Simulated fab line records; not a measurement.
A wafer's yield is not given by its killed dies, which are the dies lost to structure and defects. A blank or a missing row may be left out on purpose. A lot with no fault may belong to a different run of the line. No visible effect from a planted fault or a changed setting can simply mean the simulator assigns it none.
Which tool did it? ; flow sky130 ; 36 wafers from 12 lots sampled at 2 of the route's 708 steps

== WHAT THE GAUGES READ, wafer by wafer ==
SKY_VIA2_OVL_MEAS_13.
lot;measured;on;VIA2_OVL (nm)
L075;day 36 13:02;overlay-01;5 0 7
L076;day 37 05:14;overlay-01;-11 -12 -13
L079;day 37 19:35;overlay-02;10 -1 6
L082;day 39 04:37;overlay-01;-4 -1 -2
L083;day 39 07:41;overlay-01;-9 3 -9
L085;day 39 13:27;overlay-02;7 2 -1
L087;day 40 08:02;overlay-02;11 6 1
L089;day 40 16:44;overlay-02;-6 7 3
L091;day 41 05:51;overlay-02;0 1 -6
L093;day 41 22:41;overlay-02;-5 1 -4
L095;day 42 10:35;overlay-01;2 13 17
L097;day 42 21:08;overlay-01;8 6 12

== WHAT TOOL EACH LOT RAN ON (gives the tool, then ch and the chambers of the sampled wafers, and finally the start) ==
lot;SKY_METAL2_STRIP_20
L075;plasma_asher-03 ch 0,1, day 35 09:35
L076;plasma_asher-04 ch 0, day 36 02:04
L079;plasma_asher-04 ch 0,1, day 36 16:46
L082;plasma_asher-01 ch 0,1, day 38 01:57
L083;plasma_asher-01 ch 0,1, day 38 05:04
L085;plasma_asher-01 ch 0,1, day 38 10:53
L087;plasma_asher-03 ch 0, day 39 06:40
L089;plasma_asher-01 ch 0,1, day 39 15:13
L091;plasma_asher-03 ch 0,1, day 40 04:38
L093;plasma_asher-01 ch 0,1, day 40 21:22
L095;plasma_asher-01 ch 0,1, day 41 09:37
L097;plasma_asher-01 ch 0,1, day 41 20:34
- SKY_METAL2_STRIP_20: strips in O2/N2.

== THE ANSWER, worked out from the rows above alone ==
Rule: the lots themselves supply what counts as usual. Put in order of their means at a reading, lots are off if they are a third of the lots or fewer, leave a main group of 4 or more, and stand apart from it by a gap of 3 or more times the standard deviation of the main group's means; of several such gaps the widest counts. Not used: any main group whose means are identical at the precision the tables above print for the reading. A lot without any number at a reading at which 4 lots or more have one is off too. The other lots that the step has rows for count as sound.
No lot is off at any reading shown: from this, nothing can be told.

== WHAT HAD BEEN PUT IN BY THE SIMULATOR ==
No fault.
